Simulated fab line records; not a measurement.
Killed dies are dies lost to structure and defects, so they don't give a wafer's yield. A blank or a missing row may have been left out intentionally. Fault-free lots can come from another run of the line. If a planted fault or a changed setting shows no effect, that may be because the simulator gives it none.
Which tool did it? :: flow gf180mcu :: at 1 step of a route of 602, 6 lots with 18 wafers sampled

WHAT THE GAUGES SHOWED, per wafer
GF_M5_CD_MEAS_07: target cd 280 nm.
lot: L882
measured: day 26 19:29
on: cd sem-01
cd nm (nm): 281.1 281.3 281.7

lot: L885
measured: day 27 14:17
on: cd sem-01
cd nm (nm): 281.0 281.2 279.5

lot: L897
measured: day 31 04:11
on: cd sem-02
cd nm (nm): 279.7 280.1 279.3

lot: L899
measured: day 31 18:26
on: cd sem-01
cd nm (nm): 279.1 279.9 279.7

lot: L901
measured: day 32 06:41
on: cd sem-02
cd nm (nm): 279.7 278.7 278.9

lot: L903
measured: day 32 19:26
on: cd sem-02
cd nm (nm): 281.1 279.7 280.3

TOOL THAT RAN EACH LOT (tool first, then ch and the chambers of the sampled wafers, then the start)
Record: no process step prior to these readings.

THE ANSWER, worked out from the rows above alone
Rule: what is usual is taken from the lots themselves. Put in order of their means at a reading, lots are off if they are a third of the lots or fewer, leave a main group of 4 or more, and stand apart from it by a gap of 3 or more times the standard deviation of the main group's means; of several such gaps the widest counts. Not used: any main group whose means are identical at the precision the tables above print for the reading. A lot without any number at a reading at which 4 lots or more have one is off too. The other lots that the step has rows for count as sound.
Across all readings shown, no lot is off: no conclusion can be drawn from this.

WHAT HAD BEEN PUT IN BY THE SIMULATOR
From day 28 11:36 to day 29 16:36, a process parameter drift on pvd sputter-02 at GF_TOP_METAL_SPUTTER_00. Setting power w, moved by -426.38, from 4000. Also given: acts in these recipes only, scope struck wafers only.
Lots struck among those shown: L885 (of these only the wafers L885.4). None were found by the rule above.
